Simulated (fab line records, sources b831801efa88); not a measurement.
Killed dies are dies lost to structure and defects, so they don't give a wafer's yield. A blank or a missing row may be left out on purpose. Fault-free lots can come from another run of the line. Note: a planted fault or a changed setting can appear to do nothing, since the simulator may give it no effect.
A single fault, viewed from 2 desks | flow gf180mcu | each desk holds nothing but its own numbers, with what lay behind them at the end

== FROM THE METROLOGY DESK ==
What the gauges read for every lot (on any tool): the sampled wafers with a number, averaged. The brackets show how far a lot's mean lies from the usual mean; more than 4 standard deviations puts the lot out of limits, marked OUT.
Columns: A = V5_W_THK at GF_V5_THK_MEAS_25, usual 335 nm
lot  | first seen here | A
L463 | day 27 22:41    | 328
L464 | day 28 09:00    | 328
L465 | day 28 13:44    | 333
L467 | day 29 06:27    | 334
L469 | day 29 19:49    | 333
L471 | day 30 08:51    | 346
L472 | day 30 10:37    | 337
L473 | day 31 03:44    | 340
L474 | day 31 04:49    | 331
L479 | day 32 12:50    | 329
L480 | day 32 22:46    | 346
L481 | day 33 01:00    | 329
L483 | day 33 10:43    | 332
L484 | day 33 11:56    | 336
This desk's finding: nothing out of limits on any of the 14 lots.

== AT THE TOOL OWNER'S DESK: cvd_w-01 ==
The tool's own readings at GF_CONTACT_CVD_24 (deposits W, target thk 300 nm, time 90.339 s): means of the sampled wafers that have a number, for each lot that ran on this tool. The brackets show how far a lot's mean lies from the usual mean; more than 4 standard deviations puts the lot out of limits, marked OUT.
Columns: A = heater_power_outer_w at GF_CONTACT_CVD_24, usual 517 W; B = heater_power_w at GF_CONTACT_CVD_24, usual 798 W
lot  | first seen here | A   | B
L463 | day 16 20:34    | 491 | 782
L464 | day 17 06:50    | 493 | 784
L465 | day 17 15:43    | 496 | 772
L467 | day 18 11:58    | 508 | 787
L469 | day 19 04:51    | 503 | 796
L472 | day 20 02:34    | 506 | 794
L474 | day 21 00:38    | 504 | 791
L479 | day 22 21:08    | 492 | 786
L480 | day 23 08:13    | 508 | 796
This desk's finding: nothing out of limits on any of the 9 lots.

== PUT TOGETHER ==
From the metrology desk's view, nothing was out of limits.
Nothing out of limits was seen by the tool owner's desk.

== WHAT THE SIMULATOR HAD INSERTED ==
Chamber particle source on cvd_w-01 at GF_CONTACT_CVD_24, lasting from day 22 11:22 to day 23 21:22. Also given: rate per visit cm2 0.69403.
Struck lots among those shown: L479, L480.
